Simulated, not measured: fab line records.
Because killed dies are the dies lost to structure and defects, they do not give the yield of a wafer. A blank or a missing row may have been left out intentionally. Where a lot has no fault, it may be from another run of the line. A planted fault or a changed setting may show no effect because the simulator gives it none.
The tool behind it: which one? | flow sky130 | Sampling: 11 lots, 33 wafers, 5 of 708 route steps

WHAT THE GAUGES READ, wafer by wafer
SKY_VIA3_THK_MEAS_01.
lot  | measured     | on           | VIA3_HDPCVD_THK (nm)
L422 | day 38 06:24 | filmMetro-03 | 1592 1596 1611
L423 | day 38 23:27 | filmMetro-04 | 1676 1668 1686
L426 | day 39 12:19 | filmMetro-03 | 1649 1637 1627
L428 | day 40 11:37 | filmMetro-03 | 1642 1618 1624
L430 | day 41 20:21 | filmMetro-04 | 1617 1632 1620
L431 | day 42 00:25 | filmMetro-03 | 1608 1610 1631
L436 | day 42 20:47 | filmMetro-04 | 1638 1620 1596
L437 | day 43 16:38 | filmMetro-04 | 1938 1962 1960
L439 | day 43 22:51 | filmMetro-04 | 1644 1644 1663
L442 | day 44 13:44 | filmMetro-04 | 1971 1970 1968
L444 | day 44 20:12 | filmMetro-04 | 1959 1943 1942

EACH LOT AND THE TOOL THAT RAN IT (in order: tool; ch and the chambers of the sampled wafers; start)
lot  | SKY_CAPM_STRIP_14                   | SKY_METAL3_METAL_ETCH_18         | SKY_METAL3_STRIP_19                 | SKY_VIA3_HDPCVD_00
L422 | plasmaAsher-04 ch 0,1, day 37 03:10 | rieMetal-02 ch 0,1, day 38 05:27 | plasmaAsher-03 ch 0,1, day 38 05:37 | hdpcvd-01 ch 0,2, day 38 06:13
L423 | plasmaAsher-02 ch 0,1, day 37 19:20 | rieMetal-01 ch 0, day 38 22:22   | plasmaAsher-04 ch 0,1, day 38 22:38 | hdpcvd-02 ch 1,2, day 38 23:16
L426 | plasmaAsher-04 ch 0,1, day 38 09:49 | rieMetal-04 ch 0, day 39 11:10   | plasmaAsher-03 ch 0,1, day 39 11:32 | hdpcvd-02 ch 0,1, day 39 12:09
L428 | plasmaAsher-04 ch 1, day 39 09:07   | rieMetal-01 ch 0, day 40 10:34   | plasmaAsher-04 ch 0,1, day 40 10:45 | hdpcvd-01 ch 0,2, day 40 11:27
L430 | plasmaAsher-01 ch 0,1, day 40 18:39 | rieMetal-02 ch 0,1, day 41 19:16 | plasmaAsher-03 ch 1, day 41 19:27   | hdpcvd-02 ch 0,1,2, day 41 20:11
L431 | plasmaAsher-02 ch 0,1, day 40 22:37 | rieMetal-04 ch 1, day 41 23:22   | plasmaAsher-03 ch 0,1, day 41 23:38 | hdpcvd-02 ch 0,1,2, day 42 00:19
L436 | plasmaAsher-01 ch 0,1, day 41 19:27 | rieMetal-04 ch 0,1, day 42 19:53 | plasmaAsher-01 ch 0,1, day 42 20:02 | hdpcvd-01 ch 0,2, day 42 20:36
L437 | plasmaAsher-02 ch 0,1, day 42 15:55 | rieMetal-02 ch 1, day 43 15:31   | plasmaAsher-04 ch 0,1, day 43 15:52 | hdpcvd-02 ch 0,2, day 43 16:28
L439 | plasmaAsher-02 ch 0,1, day 42 23:06 | rieMetal-04 ch 0,1, day 43 21:52 | plasmaAsher-01 ch 0,1, day 43 22:03 | hdpcvd-01 ch 0,2, day 43 22:40
L442 | plasmaAsher-01 ch 0,1, day 43 13:50 | rieMetal-02 ch 0,1, day 44 12:50 | plasmaAsher-03 ch 0,1, day 44 12:59 | hdpcvd-02 ch 0,1, day 44 13:32
L444 | plasmaAsher-01 ch 0,1, day 43 20:26 | rieMetal-04 ch 0,1, day 44 19:16 | plasmaAsher-01 ch 0,1, day 44 19:26 | hdpcvd-02 ch 1,2, day 44 20:02
- SKY_CAPM_STRIP_14: strips in O2/N2.
- SKY_METAL3_METAL_ETCH_18: etches the open film in Cl2/BCl3, stops on SiO2, target depth 845 nm, time 183.1 s.
- SKY_METAL3_STRIP_19: strips in O2/N2.
- SKY_VIA3_HDPCVD_00: deposits SiO2, target thk 1635 nm, time 272.5 s.

THE ANSWER, worked out from the rows above alone
Rule: usual is defined by the lots themselves. Put in order of their means at a reading, lots are off if they are a third of the lots or fewer, leave a main group of 4 or more, and stand apart from it by a gap of 3 or more times the standard deviation of the main group's means; of several such gaps the widest counts. A main group whose means are all the same, to the digits that the tables above print for the reading, isn't used. A lot without any number at a reading at which 4 lots or more have one is off too. Where the step has rows for the other lots, those lots are counted as sound.
Off: L437, L442, L444, seen at SKY_VIA3_THK_MEAS_01 (VIA3_HDPCVD_THK). For the main group the mean is 1631 nm and the standard deviation 22.
If a tool, at a process step before that reading, ran all the lots that are off and no sound lot after the first of them, it fits. Those tools and the gauges at SKY_VIA3_THK_MEAS_01 are tried in the same way. One candidate fits, namely hdpcvd-02 at SKY_VIA3_HDPCVD_00. Its last sound lot is L431 (day 42 00:19), its first lot that is off L437 (day 43 16:28): a fault that began between those two fits.

WHAT HAD BEEN PUT IN BY THE SIMULATOR
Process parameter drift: hdpcvd-02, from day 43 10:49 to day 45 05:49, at SKY_VIA3_HDPCVD_00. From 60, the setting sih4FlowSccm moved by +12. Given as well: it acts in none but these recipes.
Struck lots among those shown: L437, L442, L444. Same finding as the rule above.
